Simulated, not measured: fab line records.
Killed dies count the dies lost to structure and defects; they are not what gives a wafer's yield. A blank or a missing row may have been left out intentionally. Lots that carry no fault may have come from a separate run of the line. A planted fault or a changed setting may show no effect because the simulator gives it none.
One fault seen from 2 desks | flow gf180mcu | every desk sees just its own numbers, and what lay behind them comes last

THE TOOL OWNER'S DESK: pecvd-02
The tool's own readings at GF_V4_CVD_02 (deposits SiO2 from TEOS, target thk 850 nm, time 94.851 s): means of the sampled wafers that have a number, for each lot that ran on this tool. Any lot whose mean is over 4 standard deviations away from the usual mean is out of limits and marked OUT; that distance is given in the brackets.
Columns: A = heaterPowerW at GF_V4_CVD_02, usual 630 W
lot  | first seen here | A
L899 | day 24 07:26    | 627
L902 | day 25 17:59    | 603
L917 | day 30 01:50    | 683
L919 | day 30 19:50    | 558
Result from this desk: across the 4 lots, nothing is out of limits.

AT THE METROLOGY DESK
What the gauges read, lot by lot, whatever tool the lot ran on: means of the sampled wafers that have a number. Any lot whose mean is over 4 standard deviations away from the usual mean is out of limits and marked OUT; that distance is given in the brackets.
Columns: A = M4_ALCU_THK at GF_M4_THK_MEAS_06, usual 449 nm; B = V4_CVD_02_THK at GF_V4_THK_MEAS_03, usual 846 nm
lot  | first seen here | A   | B
L896 | day 22 19:50    | 451 | 842
L899 | day 23 08:24    | 448 | 838
L901 | day 24 05:46    | 454 | 862
L902 | day 24 19:03    | 455 | 824
L905 | day 25 21:47    | 445 | 849
L909 | day 27 05:43    | 444 | 852
L911 | day 27 19:37    | 453 | 852
L913 | day 28 08:49    | 453 | 848
L912 | day 28 10:39    | 454 | 833
L917 | day 29 06:21    | 461 | 838
L919 | day 30 00:59    | 445 | 845
Result from this desk: across the 11 lots, nothing is out of limits.

TAKEN TOGETHER
The desk of the tool owner found nothing out of limits.
Metrology desk: nothing out of limits seen.

WHAT THE SIMULATOR HAD PUT IN
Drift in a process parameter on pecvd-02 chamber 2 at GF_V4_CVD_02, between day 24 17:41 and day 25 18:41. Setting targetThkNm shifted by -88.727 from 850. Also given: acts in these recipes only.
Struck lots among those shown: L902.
